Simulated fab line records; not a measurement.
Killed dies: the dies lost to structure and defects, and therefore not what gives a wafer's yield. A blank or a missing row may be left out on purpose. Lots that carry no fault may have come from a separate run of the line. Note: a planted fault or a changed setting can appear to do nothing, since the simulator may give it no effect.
The same fault as seen by 2 desks    flow gf180mcu    only its own numbers are on each desk; what lay behind them is given at the end

## AT THE METROLOGY DESK
What the gauges read, lot by lot, whatever tool the lot ran on: means of the sampled wafers that have a number. If a lot's mean is further than 4 standard deviations from the usual mean, the lot is out of limits and carries the mark OUT (the distance appears in the brackets).
Columns: A = V1_CVD_02_THK at GF_V1_THK_MEAS_03, usual 887 nm
lot   first seen here  A
L699  day 18 06:40     891
L700  day 18 16:28     886
L701  day 18 16:58     885
L704  day 19 09:36     891
L706  day 20 05:52     883
L707  day 20 14:05     879
L713  day 22 16:37     883
L714  day 22 23:13     897
L716  day 23 16:49     883
L719  day 24 09:36     885
L720  day 24 18:04     886
L721  day 24 23:32     898
This desk found nothing out of limits on any of the 12 lots.

## THE TOOL OWNER'S DESK: litho_track-02
The tool's own readings at GF_V1_COAT_09 (resist thk 1000 nm): means of the sampled wafers that have a number, for each lot that ran on this tool. If a lot's mean is further than 4 standard deviations from the usual mean, the lot is out of limits and carries the mark OUT (the distance appears in the brackets).
Columns: A = resist_line_temp_C at GF_V1_COAT_09, usual 23.01 C
lot   first seen here  A
L699  day 18 18:00     22.99
L701  day 19 05:00     22.98
L704  day 19 21:00     23.05
L707  day 21 02:00     22.96
L719  day 24 20:00     22.96
This desk found nothing out of limits on any of the 5 lots.

## PUT TOGETHER
From the metrology desk's view, nothing was out of limits.
The desk of the tool owner found nothing out of limits.

## WHAT WAS PUT IN BY THE SIMULATOR
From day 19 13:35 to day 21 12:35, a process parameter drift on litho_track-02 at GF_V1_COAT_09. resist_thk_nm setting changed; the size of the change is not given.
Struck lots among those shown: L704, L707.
